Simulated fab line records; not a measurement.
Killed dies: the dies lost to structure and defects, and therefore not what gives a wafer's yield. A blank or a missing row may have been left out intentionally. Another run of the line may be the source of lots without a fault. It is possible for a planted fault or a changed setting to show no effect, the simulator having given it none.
2 desks looking at one fault + flow gf180mcu + every desk sees just its own numbers, and what lay behind them comes last

FROM THE METROLOGY DESK
What the gauges read, lot by lot, whatever tool the lot ran on: means of the sampled wafers that have a number. The brackets show how far a lot's mean lies from the usual mean; more than 4 standard deviations puts the lot out of limits, marked OUT.
Columns: A = NWELL_OVL at GF_NWELL_OVL_MEAS_07, usual 0.5 nm; B = MVSD_RS at GF_VT_IMPLANT_RS_MEAS_46, usual 456.8 ohm/sq; C = POLY_GATE_OXIDATION_THK at GF_POLY_GATE_THK_MEAS_17, usual 3.98 nm
| lot  | first seen here | A    | B               | C    |
|------|-----------------|------|-----------------|------|
| L792 | day 3 07:48     | -1.2 | 458.0           | 3.78 |
| L794 | day 3 18:23     | -1.9 | 455.8           | 4.02 |
| L795 | day 3 23:20     | -0.7 | 455.8           | 3.95 |
| L796 | day 4 04:45     | 1.0  | 458.2           | 3.95 |
| L797 | day 4 11:23     | -0.0 | 455.9           | 3.97 |
| L798 | day 4 15:03     | 0.7  | 458.0           | 4.04 |
| L803 | day 5 21:05     | 1.4  | 469.3 (+10) OUT | 3.99 |
| L804 | day 6 01:46     | -0.1 | 471.3 (+12) OUT | 4.11 |
| L808 | day 7 00:11     | 0.9  | 456.5           | 3.96 |
| L810 | day 7 10:41     | 1.6  | 456.7           | 4.16 |
| L811 | day 7 15:27     | -0.8 | 456.5           | 4.05 |
| L812 | day 7 22:46     | 0.5  | 457.5           | 4.00 |
| L815 | day 8 14:24     | 0.7  | 458.5           | 4.01 |
This desk's finding: out of limits on L803, L804; first on L803, day 10 18:46 (MVSD_RS at GF_VT_IMPLANT_RS_MEAS_46). L792, L794, L795, L796, L797, L798, L808, L810, L811, L812, L815: within limits.

THE TOOL OWNER'S DESK: implanter-01
The tool's own readings at GF_MVSD_IMPLANT_08, given as means over the sampled wafers that have a number, one for each lot that went through this tool. The brackets show how far a lot's mean lies from the usual mean; more than 4 standard deviations puts the lot out of limits, marked OUT.
Columns: A = dose-ions-cm2 at GF_MVSD_IMPLANT_08, usual 1.5997e+13
| lot  | first seen here | A                    |
|------|-----------------|----------------------|
| L794 | day 4 21:30     | 1.6020e+13           |
| L796 | day 5 09:17     | 1.6004e+13           |
| L803 | day 7 04:41     | 1.5071e+13 (-49) OUT |
| L804 | day 7 08:50     | 1.5038e+13 (-50) OUT |
This desk finds L803, L804 out of limits, L803 being first, at day 7 04:41 (dose-ions-cm2 at GF_MVSD_IMPLANT_08). L794, L796: within limits.

ALL TOGETHER
On L803, L804, at day 7 04:41, an alarm was possible from the tool owner's desk.
On L803, L804, the metrology desk was in a position to raise an alarm at day 10 18:46.
GF_MVSD_IMPLANT_08 was run on implanter-01 by each of the lots named.

WHAT HAD BEEN PUT IN BY THE SIMULATOR
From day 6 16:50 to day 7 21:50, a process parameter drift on implanter-01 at GF_MVSD_IMPLANT_08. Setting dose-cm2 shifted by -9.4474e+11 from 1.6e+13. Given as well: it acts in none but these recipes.
Shown lots that were struck: L803, L804.
Time in hours from fault onset to the first out-of-limits reading at each desk: tool owner's desk 12, metrology desk 98.
